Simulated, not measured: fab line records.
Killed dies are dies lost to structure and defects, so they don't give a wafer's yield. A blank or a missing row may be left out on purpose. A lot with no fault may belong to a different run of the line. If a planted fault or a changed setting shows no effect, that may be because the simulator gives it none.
Which tool did it?	flow sky130	Sampling: 11 lots, 33 wafers, 4 of 708 route steps

== WHAT EACH GAUGE READ, for each wafer ==
SKY_SPACER_THK_MEAS_01.
lot	measured	on	SPACER_CVD_00_THK (nm)
L943	day 23 06:56	film metro-04	42.4 42.7 42.5
L946	day 24 04:04	film metro-02	42.8 42.6 42.8
L947	day 24 11:18	film metro-03	42.9 43.1 42.9
L948	day 24 22:51	film metro-03	43.4 42.9 43.4
L950	day 25 19:02	film metro-03	43.0 43.2 43.3
L951	day 26 03:59	film metro-03	43.1 43.2 43.0
L952	day 26 06:13	film metro-02	43.3 43.1 43.4
L956	day 27 12:35	film metro-03	47.8 47.8 47.7
L957	day 27 23:25	film metro-04	47.6 48.0 47.5
L965	day 30 13:08	film metro-04	43.4 42.8 42.9
L966	day 30 21:47	film metro-03	43.3 42.9 43.2

SKY_SD_N_RS_MEAS_16: uses a four-point probe to measure.
lot	measured	on	SD_N_RS (ohm/sq)
L943	day 28 05:13	film metro-04	68.50 68.35 68.49
L946	day 29 00:37	film metro-01	68.58 68.58 68.57
L947	day 29 09:21	film metro-04	68.54 68.60 68.53
L948	day 29 18:49	film metro-01	68.45 68.68 68.67
L950	day 30 15:27	film metro-03	68.60 68.65 68.62
L951	day 30 22:18	film metro-04	68.63 68.39 68.47
L952	day 30 23:11	film metro-01	68.64 68.74 68.74
L956	day 32 05:12	film metro-03	68.55 68.41 68.44
L957	day 32 14:52	film metro-01	68.35 68.36 68.56
L965	day 35 02:10	film metro-03	68.82 68.65 68.72
L966	day 35 09:26	film metro-04	68.47 68.40 68.26

== WHAT TOOL EACH LOT RAN ON (gives the tool, then ch and the chambers of the sampled wafers, and finally the start) ==
lot	SKY_SPACER_CVD_00	SKY_SPACER_ETCHBACK_02
L943	lpcvd-02 ch 0, day 23 05:44	rie diel-02 ch 0,1,2, day 23 07:00
L946	lpcvd-02 ch 1, day 24 02:52	rie diel-01 ch 1,2,3, day 24 04:07
L947	lpcvd-02 ch 1, day 24 10:05	rie diel-03 ch 0,2,3, day 24 11:21
L948	lpcvd-02 ch 0, day 24 21:37	rie diel-01 ch 0,2,3, day 24 22:53
L950	lpcvd-02 ch 0, day 25 17:50	rie diel-02 ch 0,1,3, day 25 19:05
L951	lpcvd-02 ch 0, day 26 02:46	rie diel-01 ch 0,3, day 26 04:02
L952	lpcvd-02 ch 0, day 26 05:01	rie diel-03 ch 1,3, day 26 06:17
L956	lpcvd-02 ch 0, day 27 11:22	rie diel-02 ch 2,3, day 27 12:38
L957	lpcvd-02 ch 0, day 27 22:13	rie diel-01 ch 0,2,3, day 27 23:29
L965	lpcvd-02 ch 1, day 30 11:55	rie diel-03 ch 0,1,3, day 30 13:10
L966	lpcvd-02 ch 1, day 30 20:35	rie diel-03 ch 0,3, day 30 21:51
- SKY_SPACER_CVD_00: deposits Si3N4 from DCS/NH3, target thk 43.1 nm, time 740 s.
- SKY_SPACER_ETCHBACK_02: etches Si3N4 in CH3F/O2, stops on SiO2, time 46.7 s, target depth 45 nm.

== WHAT THE TOOLS THEMSELVES READ (means of the sampled wafers that have a number; where no wafer has one, the mark that the record gives instead) ==
SKY_SPACER_CVD_00.
lot	tool	zone power upper pct (%)
L943	lpcvd-02	14.4
L946	lpcvd-02	12.4
L947	lpcvd-02	12.4
L948	lpcvd-02	14.4
L950	lpcvd-02	14.4
L951	lpcvd-02	14.4
L952	lpcvd-02	14.4
L956	lpcvd-02	14.4
L957	lpcvd-02	14.4
L965	lpcvd-02	12.3
L966	lpcvd-02	12.2

SKY_SPACER_ETCHBACK_02.
lot	tool	drypump motor current A (A)	oes product au (a.u.)	rf fwd power W (W)	throttle valve pct (%)
L943	rie diel-02	5.9	0.848	397.0	10.563
L946	rie diel-01	5.3	0.853	395.1	10.559
L947	rie diel-03	6.1	0.854	395.1	10.571
L948	rie diel-01	5.2	0.859	396.9	10.559
L950	rie diel-02	5.9	0.851	398.0	10.561
L951	rie diel-01	5.0	0.850	398.4	10.560
L952	rie diel-03	6.1	0.851	395.4	10.568
L956	rie diel-02	5.7	0.908	397.5	10.575
L957	rie diel-01	5.2	0.902	396.7	10.572
L965	rie diel-03	6.1	0.851	395.5	10.557
L966	rie diel-03	6.2	0.852	393.8	10.560

== THE ANSWER, worked out from the rows above alone ==
Rule: the usual values come from the lots themselves. Put in order of their means at a reading, lots are off if they are a third of the lots or fewer, leave a main group of 4 or more, and stand apart from it by a gap of 3 or more times the standard deviation of the main group's means; of several such gaps the widest counts. The tables above print the reading to a certain number of digits; a main group whose means all agree to those digits is not used. A lot without any number at a reading at which 4 lots or more have one is off too. All remaining lots with rows at the step are treated as sound. First the gauges in route order, then the tools' own readings, where a lot's mean is used as printed above. The first step at which some lot is off is used, and at that step the reading that is off furthest; a lot without a number counts as furthest.
Off: L956, L957, at SKY_SPACER_THK_MEAS_01 (SPACER_CVD_00_THK). The main group has a mean of 43.0 nm with a standard deviation of 0.23.
A tool fits if, at a process step before that reading, it ran every lot that is off, and no sound lot after the first of them. Not tried: the gauges at SKY_SPACER_THK_MEAS_01; whatever is off there is also off at SKY_SPACER_ETCHBACK_02, on other tools, and gauge error can't account for it. Of those tried, none fits.

== WHAT THE SIMULATOR HAD INSERTED ==
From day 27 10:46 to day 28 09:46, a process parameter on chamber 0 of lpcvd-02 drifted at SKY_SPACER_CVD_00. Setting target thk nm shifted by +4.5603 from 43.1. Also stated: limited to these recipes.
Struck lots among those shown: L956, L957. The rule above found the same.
